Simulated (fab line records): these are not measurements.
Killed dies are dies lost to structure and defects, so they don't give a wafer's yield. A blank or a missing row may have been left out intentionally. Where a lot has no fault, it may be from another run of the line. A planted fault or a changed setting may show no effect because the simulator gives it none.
fab line records	flow sfqLine
[record] lots = 15	wafers = 45	lastDay = 94
route steps=325 shown I2@105 I4@163 JJ@188 I6@276
lots that met no fault: from a run of the same line without faults
startH: the number of hours between the record's first day and the start of the first shown wafer of the lot	waitH: how many hours have passed since the lot's step before this one	" identical to the entry in the row above	L1.1+2: a row that stands for several wafers	- no value present, or no start provided	* or withheld: withheld	< > ~ a bound
route shown NAME@n: a module of which the file shows steps, and the number in the route of the first	usual: the fault-free wafers' mean and standard deviation	same: alike in all rows	chamber/n: place in a boat	sites: readings site by site	_std_site: how widely they spread, as a standard deviation	_edge_site: mean of outer sites minus mean of inner sites	radiusMm: how far each site lies from the wafer's centre	mask NAME#n: copy n	behind: the tool/chamber that last shaped the wafer	hold: what put the lot on hold/how long, in hours/how the hold closed	device: transistor that didn't switch, given as n, p or np	end of line: the same wafers' tests at the end of the route	a step without rows: its recipe alone	killed: not the wafer's yield, but the dies lost to structure and defects at the first sort	map: a wafer's dies, marking killed ones x, the rest . and places with no die _
set.NAME: the setting the step ran with; set.NAME@STEP: the setting that earlier step ran with	model.NAME: the simulator's own value behind a step, which no gauge read
steps of the route over a sample of lots; a table a step, a row a wafer
services: a tool's chamber out of use, with start hour (startH, from the record's first day; less than 0 if before it), hours out, and reason
[[steps]]
[step SFQ_I2_BOW_MEAS_917]
[recipe] mode = bow
[usual] I2_BOW = 2/8.2
lot.wafer	tool	chamber	startH	waitH	I2_BOW[um]
L837.1	filmMetro-01	-	773.30	1.5	-7
L837.3	"	-	"	"	-18
L837.6	"	-	"	"	-15
L838.4	filmMetro-02	-	791.58	2.1	-1
L838.5	"	-	"	"	1
L838.6	"	-	"	"	7
L840.3	filmMetro-04	-	861.71	2.5	1
L840.4	"	-	"	"	17
L840.6	"	-	"	"	2
L841.2	filmMetro-02	-	864.69	1.0	9
L841.5	"	-	"	"	20
L841.6	"	-	"	"	16
L842.2	filmMetro-04	-	865.96	1.0	-2
L842.3	"	-	"	"	-4
L842.6	"	-	"	"	-1
L843.1	filmMetro-04	-	870.67	1.0	-10
L843.2	"	-	"	"	3
L843.3	"	-	"	"	11
L844.1	filmMetro-02	-	876.67	1.0	1
L844.2	"	-	"	"	6
L844.3	"	-	"	"	6
L846.1	filmMetro-02	-	901.93	2.5	-14
L846.2	"	-	"	"	-13
L846.3	"	-	"	"	-11
L847.3	filmMetro-04	-	913.00	2.5	1
L847.5	"	-	"	"	4
L847.6	"	-	"	"	-6
L848.1	filmMetro-02	-	913.29	1.5	-5
L848.4	"	-	"	"	8
L848.5	"	-	"	"	-10
L850.1	filmMetro-04	-	956.29	2.0	1
L850.4	"	-	"	"	1
L850.5	"	-	"	"	8
L852.1	filmMetro-04	-	959.29	2.0	9
L852.3	"	-	"	"	-1
L852.4	"	-	"	"	11
L853.3	filmMetro-04	-	968.22	1.5	22
L853.5	"	-	"	"	9
L853.6	"	-	"	"	8
L854.2	filmMetro-02	-	971.20	2.0	5
L854.3	"	-	"	"	16
L854.4	"	-	"	"	18
L855.1	filmMetro-01	-	974.29	2.5	-6
L855.2	"	-	"	"	4
L855.3	"	-	"	"	7
[step SFQ_TRILAYER_I4_DEP_PECVD_099]
[recipe] material = SiO2	tempC = 150	timeS = 111.11	pressureTorr = 2.4	rfW = 183.3	precursor = SiH4/N2O	targetThkNm = 500
[usual] chamberPressureTorr = 2.400/0.0051	heaterPowerOuterW = 33/9.4	heaterPowerW = 93/12	showerheadVppV = 821/52	susceptorTempC = 150.00/0.15	throttleValvePct = 25.1/1.7
lot.wafer	tool	chamber	startH	waitH	chamberPressureTorr	heaterPowerOuterW	heaterPowerW	showerheadVppV	susceptorTempC	throttleValvePct
L837.1	pecvd-04	2	1323.31	0.0	2.402	43	101	800	150.20	22.8
L837.3	"	1	"	"	2.398	27	85	784	149.94	24.8
L837.6	"	2	"	"	2.397	43	103	810	149.90	22.9
L838.4	pecvd-01	2	1344.52	0.0	2.401	29	90	840	149.91	26.2
L838.5	"	1	"	"	2.401	32	90	762	150.07	27.9
L838.6	"	0	"	"	2.398	25	86	914	150.07	25.4
L840.3	pecvd-01	2	1398.69	0.0	2.411	38	100	841	150.16	25.8
L840.4	"	1	"	"	2.398	40	103	752	149.86	28.4
L840.6	"	0	"	"	2.409	25	85	902	150.21	25.2
L841.2	pecvd-04	2	1401.09	0.0	2.396	33	91	801	150.10	22.9
L841.5	"	0	"	"	2.399	40	102	772	150.15	24.1
L841.6	"	2	"	"	2.395	37	96	807	150.10	22.7
L842.2	pecvd-03	0	1405.90	0.0	2.398	40	102	853	150.25	24.7
L842.3	"	2	"	"	2.400	15	65	798	149.88	22.4
L842.6	"	0	"	"	2.401	43	100	856	150.02	24.6
L843.1	pecvd-03	0	1409.49	0.0	2.387	36	93	852	150.18	24.6
L843.2	"	0	"	"	2.392	40	96	854	149.83	24.5
L843.3	"	0	"	"	2.402	43	100	856	150.11	24.7
L844.1	pecvd-01	2	1410.86	0.0	2.400	39	105	833	150.35	26.4
L844.2	"	1	"	"	2.397	39	99	754	149.96	28.4
L844.3	"	0	"	"	2.399	17	73	918	149.87	25.2
L846.1	pecvd-04	0	1422.95	0.0	2.401	47	111	786	150.04	24.0
L846.2	"	2	"	"	2.395	43	108	813	150.18	23.0
L846.3	"	1	"	"	2.405	22	79	771	150.04	25.6
L847.3	pecvd-04	1	1433.49	0.0	2.401	31	91	786	149.86	25.1
L847.5	"	1	"	"	2.401	18	75	786	150.15	25.1
L847.6	"	0	"	"	2.406	40	104	776	150.02	24.1
L848.1	pecvd-04	2	1438.59	0.0	2.402	43	103	815	149.97	22.8
L848.4	"	0	"	"	2.397	44	107	775	149.96	24.3
L848.5	"	2	"	"	2.405	44	105	809	150.13	22.9
L850.1	pecvd-01	1	1454.03	0.0	2.394	37	95	749	149.91	28.2
L850.4	"	2	"	"	2.403	29	90	839	150.00	25.7
L850.5	"	1	"	"	2.395	38	99	753	150.11	28.3
L852.1	pecvd-01	0	1458.83	0.0	-	-	-	-	-	-
L852.3	"	1	"	"	-	-	-	-	-	-
L852.4	"	1	"	"	-	-	-	-	-	-
L853.3	pecvd-03	0	1467.21	0.0	-	-	-	-	-	-
L853.5	"	1	"	"	-	-	-	-	-	-
L853.6	"	2	"	"	-	-	-	-	-	-
L854.2	pecvd-01	1	1472.01	0.0	-	-	-	-	-	-
L854.3	"	2	"	"	-	-	-	-	-	-
L854.4	"	0	"	"	-	-	-	-	-	-
L855.1	pecvd-03	0	1480.54	0.0	2.402	46	102	850	149.81	25.1
L855.2	"	1	"	"	2.399	30	83	876	150.01	23.3
L855.3	"	2	"	"	2.406	24	79	797	149.92	22.7
[step SFQ_TRILAYER_I4_METRO_MEASURE_101]
lot.wafer	tool	chamber	startH	waitH
L837.1+3+6	filmMetro-04	-	1327.16	0.1
L838.4+5+6	filmMetro-04	-	1348.27	0.6
L840.3+4+6	filmMetro-02	-	1405.21	0.5
L841.2+5+6	filmMetro-04	-	1408.01	0.3
L842.2+3+6	filmMetro-01	-	1414.01	0.3
L843.1+2+3	filmMetro-04	-	1420.49	0.1
L844.1+2+3	filmMetro-02	-	1423.49	0.1
L846.1+2+3	filmMetro-01	-	1434.56	0.1
L847.3+5+6	filmMetro-04	-	1444.89	0.5
L848.1+4+5	filmMetro-02	-	1447.56	0.1
L850.1+4+5	filmMetro-01	-	1474.56	0.1
L852.1+3+4	filmMetro-02	-	1478.37	0.1
L853.3+5+6	filmMetro-04	-	1483.96	0.5
L854.2+3+4	filmMetro-01	-	1486.76	0.3
L855.1+2+3	filmMetro-01	-	1489.56	0.1
[step SFQ_TRILAYER_I4_VIA_ETCH_VIA_ETCH_106]
[recipe] target = SiO2	stopOn = Nb	maskMaterial = PR	taperDeg = 20	chemistry = CHF3	targetDepthNm = 260	sourceW = 500	biasW = 80	pressureMtorr = 30	timeS = withheld
[usual] drypumpMotorCurrentA = 5.5/0.35	oesProductAu = 0.855/0.0051
lot.wafer	tool	chamber	startH	waitH	drypumpMotorCurrentA	oesProductAu
L837.1	rieDiel-04	3	1442.29	0.0	5.4	0.862
L837.3	"	0	"	"	5.0	0.864
L837.6	"	1	"	"	5.9	0.857
L838.4	rieDiel-03	0	1463.89	0.0	5.5	0.849
L838.5	"	1	"	"	5.6	0.853
L838.6	"	0	"	"	5.6	0.853
L840.3	rieDiel-04	1	1512.14	0.0	5.9	0.862
L840.4	"	0	"	"	5.0	0.854
L840.6	"	1	"	"	5.9	0.853
L841.2	rieDiel-04	0	1515.74	0.0	5.0	0.856
L841.5	"	1	"	"	5.9	0.854
L841.6	"	2	"	"	4.9	0.857
L842.2	rieDiel-03	1	1521.74	0.0	5.6	0.864
L842.3	"	2	"	"	5.7	0.856
L842.6	"	3	"	"	5.3	0.856
L843.1	rieDiel-03	3	1527.74	0.0	5.3	0.864
L843.2	"	2	"	"	5.7	0.864
L843.3	"	1	"	"	5.6	0.853
L844.1	rieDiel-01	2	1528.94	0.0	6.3	0.859
L844.2	"	1	"	"	5.3	0.850
L844.3	"	0	"	"	5.6	0.858
L846.1	rieDiel-04	0	1540.94	0.0	5.0	0.856
L846.2	"	2	"	"	4.9	0.856
L846.3	"	1	"	"	5.8	0.859
L847.3	rieDiel-04	3	1549.47	0.0	5.5	0.859
L847.5	"	2	"	"	4.9	0.849
L847.6	"	3	"	"	5.5	0.843
L848.1	rieDiel-04	0	1554.27	0.0	5.0	0.860
L848.4	"	1	"	"	5.9	0.852
L848.5	"	3	"	"	5.4	0.845
L850.1	rieDiel-03	3	1571.19	0.0	5.2	0.850
L850.4	"	2	"	"	5.7	0.862
L850.5	"	0	"	"	5.6	0.855
L852.1	rieDiel-03	2	1575.99	0.0	5.7	0.370
L852.3	"	1	"	"	5.6	0.375
L852.4	"	0	"	"	5.6	0.370
L853.3	rieDiel-01	1	1581.99	0.0	5.3	0.385
L853.5	"	2	"	"	6.3	0.382
L853.6	"	3	"	"	5.6	0.376
L854.2	rieDiel-03	1	1585.59	0.0	5.6	0.375
L854.3	"	0	"	"	5.6	0.371
L854.4	"	3	"	"	5.3	0.376
L855.1	rieDiel-03	0	1590.39	0.0	5.6	0.860
L855.2	"	2	"	"	5.7	0.861
L855.3	"	3	"	"	5.2	0.854
[step SFQ_TRILAYER_JJ_CE_LITHO_EXPOSE_115]
[recipe] maskId = J5	na = 0.6	sourceShape = conventional	sigmaOuter = 0.65	targetCdNm = 700	doseMj = 14.4
[usual] exposureDoseMJCm2 = 14.400/0.013	focusOffsetNm = 0.0/0.55	reticleTempC = 23.00/0.1
lot.wafer	tool	chamber	startH	waitH	mask	exposureDoseMJCm2	focusOffsetNm	reticleTempC
L837.1	krfScanner-01	0	1546.69	-	J5#0	14.421	-0.2	23.11
L837.3	"	0	"	"	J5#0	14.402	-0.5	22.98
L837.6	"	0	"	"	J5#0	14.399	0.5	23.07
L838.4	krfScanner-01	0	1560.49	-	J5#0	14.402	-0.2	23.13
L838.5	"	0	"	"	J5#0	14.405	0.3	23.17
L838.6	"	0	"	"	J5#0	14.410	0.3	23.01
L840.3	krfScanner-02	0	1620.67	-	J5#0	14.394	-0.4	22.98
L840.4	"	0	"	"	J5#0	14.399	-0.2	23.00
L840.6	"	0	"	"	J5#0	14.423	-0.5	22.99
L841.2	krfScanner-02	0	1622.87	-	J5#0	14.388	0.0	23.00
L841.5	"	0	"	"	J5#0	14.377	-0.7	23.08
L841.6	"	0	"	"	J5#0	14.399	0.3	22.93
L842.2	krfScanner-02	0	1628.87	-	J5#0	14.424	0.2	23.00
L842.3	"	0	"	"	J5#0	14.400	0.3	22.77
L842.6	"	0	"	"	J5#0	14.421	1.1	22.83
L843.1	krfScanner-01	0	1635.74	-	J5#0	14.428	-0.6	22.94
L843.2	"	0	"	"	J5#0	14.417	-0.9	22.91
L843.3	"	0	"	"	J5#0	14.426	-0.8	22.98
L844.1	krfScanner-01	0	1636.94	-	J5#0	14.394	-0.1	23.10
L844.2	"	0	"	"	J5#0	14.383	0.8	23.03
L844.3	"	0	"	"	J5#0	14.415	0.3	22.94
L846.1	krfScanner-02	0	1648.71	-	J5#0	14.388	-0.3	23.01
L846.2	"	0	"	"	J5#0	14.382	-0.7	23.17
L846.3	"	0	"	"	J5#0	14.388	-0.9	23.03
L847.3	krfScanner-01	0	1659.63	-	J5#0	14.391	0.2	22.92
L847.5	"	0	"	"	J5#0	14.400	0.2	23.02
L847.6	"	0	"	"	J5#0	14.399	-0.2	23.11
L848.1	krfScanner-01	0	1665.23	-	J5#0	14.420	0.1	22.98
L848.4	"	0	"	"	J5#0	14.410	-0.5	23.14
L848.5	"	0	"	"	J5#0	14.413	-0.2	22.89
L850.1	krfScanner-01	0	1684.43	-	J5#0	14.399	-0.1	22.83
L850.4	"	0	"	"	J5#0	14.395	-0.7	22.90
L850.5	"	0	"	"	J5#0	14.386	-0.9	22.93
L852.1	krfScanner-01	-	-	-	J5#0	-	-	-
L852.3	"	-	"	"	J5#0	-	-	-
L852.4	"	-	"	"	J5#0	-	-	-
L853.3	krfScanner-01	-	1692.03	-	J5#0	-	-	-
L853.5	"	-	"	"	J5#0	-	-	-
L853.6	"	-	"	"	J5#0	-	-	-
L854.2	krfScanner-01	-	1695.43	-	J5#0	-	-	-
L854.3	"	-	"	"	J5#0	-	-	-
L854.4	"	-	"	"	J5#0	-	-	-
L855.1	krfScanner-01	0	1700.03	-	J5#0	14.420	0.6	23.05
L855.2	"	0	"	"	J5#0	14.420	0.5	23.06
L855.3	"	0	"	"	J5#0	14.433	0.4	23.00
[step SFQ_I6_OVL_MEAS_942]
[usual] I6_OVL = 0/4.6
lot.wafer	tool	chamber	startH	waitH	I6_OVL[nm]
L837.1	overlay-01	-	1786.25	0.1	4
L837.3	"	-	"	"	4
L837.6	"	-	"	"	11
L838.4	overlay-01	-	1803.07	0.1	-6
L838.5	"	-	"	"	2
L838.6	"	-	"	"	-4
L840.3	overlay-01	-	1850.56	0.1	3
L840.4	"	-	"	"	3
L840.6	"	-	"	"	4
L841.2	overlay-02	-	1857.75	0.1	1
L841.5	"	-	"	"	-6
L841.6	"	-	"	"	3
L842.2	overlay-02	-	1869.75	0.1	-7
L842.3	"	-	"	"	-1
L842.6	"	-	"	"	-2
L843.1	overlay-02	-	1966.15	0.1	-9
L843.2	"	-	"	"	2
L843.3	"	-	"	"	3
L844.1	overlay-02	-	1967.35	0.1	-1
L844.2	"	-	"	"	-1
L844.3	"	-	"	"	-2
L846.1	overlay-02	-	1974.23	0.1	-6
L846.2	"	-	"	"	-6
L846.3	"	-	"	"	-1
L847.3	overlay-01	-	1983.65	0.1	-4
L847.5	"	-	"	"	1
L847.6	"	-	"	"	2
L848.1	overlay-01	-	1988.86	0.1	3
L848.4	"	-	"	"	8
L848.5	"	-	"	"	11
L850.1	overlay-01	-	1997.86	0.1	0
L850.4	"	-	"	"	-4
L850.5	"	-	"	"	-2
L852.1	overlay-02	-	2003.86	0.1	-
L852.3	"	-	"	"	-
L852.4	"	-	"	"	-
L853.3	overlay-01	-	2082.08	0.1	-
L853.5	"	-	"	"	-
L853.6	"	-	"	"	-
L854.2	overlay-02	-	2085.67	0.1	-
L854.3	"	-	"	"	-
L854.4	"	-	"	"	-
L855.1	overlay-01	-	2091.67	0.1	-4
L855.2	"	-	"	"	4
L855.3	"	-	"	"	4
[step SFQ_TRILAYER_I6_VIA_BARC_OPEN_VIA_ETCH_235]
[recipe] maskMaterial = PR	chemistry = O2	targetDepthNm = 125	target = BARC	sourceW = 500	biasW = 80	pressureMtorr = 30	timeS = 41.7
[usual] drypumpMotorCurrentA = 5.3/0.42	oesProductAu = 0.685/0.0051
lot.wafer	tool	chamber	startH	waitH	drypumpMotorCurrentA	oesProductAu	rfHoursCounterH
L837.1	rieDiel-04	0	1786.29	0.0	5.0	0.691	16
L837.3	"	3	"	"	5.4	0.682	13
L837.6	"	1	"	"	5.9	0.690	-
L838.4	rieDiel-02	0	1803.09	0.0	5.6	0.684	18
L838.5	"	2	"	"	5.0	0.682	-
L838.6	"	3	"	"	4.9	0.683	-
L840.3	rieDiel-02	0	1850.58	0.0	5.6	0.686	18
L840.4	"	3	"	"	4.9	0.692	6
L840.6	"	2	"	"	5.0	0.689	-
L841.2	rieDiel-01	0	1857.78	0.0	5.7	0.686	18
L841.5	"	0	"	"	5.7	0.688	-
L841.6	"	1	"	"	5.3	0.689	-
L842.2	rieDiel-01	1	1869.78	0.0	5.3	0.686	0
L842.3	"	0	"	"	5.6	0.687	18
L842.6	"	3	"	"	5.6	0.693	-
L843.1	rieDiel-02	1	1966.19	0.0	4.9	0.687	4
L843.2	"	0	"	"	5.6	0.696	1
L843.3	"	3	"	"	4.9	0.685	8
L844.1	rieDiel-01	1	1967.39	0.0	5.3	0.676	1
L844.2	"	3	"	"	5.6	0.680	18
L844.3	"	0	"	"	5.6	0.690	19
L846.1	rieDiel-01	0	1974.26	0.0	5.6	0.687	20
L846.2	"	1	"	"	5.3	0.691	2
L846.3	"	3	"	"	5.6	0.678	18
L847.3	rieDiel-04	2	1983.67	0.0	4.9	0.694	11
L847.5	"	3	"	"	5.5	0.679	-
L847.6	"	2	"	"	4.9	0.680	-
L848.1	rieDiel-01	2	1988.89	0.0	6.3	0.680	0
L848.4	"	1	"	"	5.3	0.684	-
L848.5	"	2	"	"	6.4	0.679	-
L850.1	rieDiel-04	1	1997.89	0.0	5.9	0.687	11
L850.4	"	1	"	"	5.9	0.686	-
L850.5	"	2	"	"	4.9	0.692	-
L852.1	rieDiel-02	3	2003.89	0.0	4.9	0.688	8
L852.3	"	0	"	"	5.6	0.681	1
L852.4	"	2	"	"	5.0	0.678	1
L853.3	rieDiel-04	0	2082.10	0.0	5.0	0.677	0
L853.5	"	3	"	"	5.5	0.689	-
L853.6	"	2	"	"	4.9	0.685	-
L854.2	rieDiel-02	0	2085.70	0.0	5.6	0.680	2
L854.3	"	2	"	"	5.0	0.683	2
L854.4	"	1	"	"	4.9	0.686	5
L855.1	rieDiel-04	0	2091.70	0.0	5.0	0.676	0
L855.2	"	1	"	"	5.9	0.683	11
L855.3	"	3	"	"	5.4	0.690	17
[[services]]
tool	chamber	startH	hours	kind
krfScanner-01	-	1315.87	0.8	pm
krfScanner-01	-	1365.68	1.0	pm
rieDiel-04	2	1421.83	13.2	repair
rieDiel-04	1	1427.67	1.9	repair
krfScanner-01	-	1433.39	1.3	pm
krfScanner-01	-	1466.88	0.2	repair
krfScanner-01	-	1491.24	0.8	pm
krfScanner-01	-	1505.55	4.0	pm
krfScanner-01	-	1510.26	0.2	repair
krfScanner-01	-	1516.48	0.3	repair
krfScanner-01	-	1534.68	1.0	pm
rieDiel-04	1	1606.09	6.3	repair
krfScanner-01	-	1609.34	1.3	pm
krfScanner-01	-	1642.12	4.5	repair
rieDiel-04	3	1677.75	22.3	repair
rieDiel-04	0	1684.81	13.6	repair
krfScanner-01	-	1704.83	1.0	pm
rieDiel-04	-	1782.91	1.2	repair
krfScanner-01	-	1784.28	1.3	pm
krfScanner-01	-	1821.29	0.8	pm
krfScanner-01	-	1825.39	0.3	repair
rieDiel-04	0	1864.98	4.3	repair
krfScanner-01	-	1873.04	1.0	pm
rieDiel-04	1	1882.40	9.9	repair
[[key]]
[firstSign] step = SFQ_TRILAYER_I4_DEP_PECVD_099	reading = toolRecord	direction = missing
[effect] step = SFQ_TRILAYER_I4_VIA_ETCH_VIA_ETCH_106	reading = oesProductAu	direction = down	sigmas = 94	usual = 0.855	struck = 0.375
[effect] step = SFQ_TRILAYER_JJ_CE_LITHO_EXPOSE_115	reading = toolRecord	direction = missing
metAt SFQ_TRILAYER_I4_DEP_PECVD_099
struckLots L852,L853,L854
notActingAt SFQ_I2_BOW_MEAS_917,SFQ_I6_OVL_MEAS_942,SFQ_TRILAYER_I6_VIA_BARC_OPEN_VIA_ETCH_235
onsetBetween 1454.03 1458.83
[fault] kind = skippedStepWhole	tool = pecvd-01,pecvd-03	chamber = -	onsetH = 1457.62	steps = SFQ_TRILAYER_I4_DEP_PECVD_099	scope = struckLotsOnly
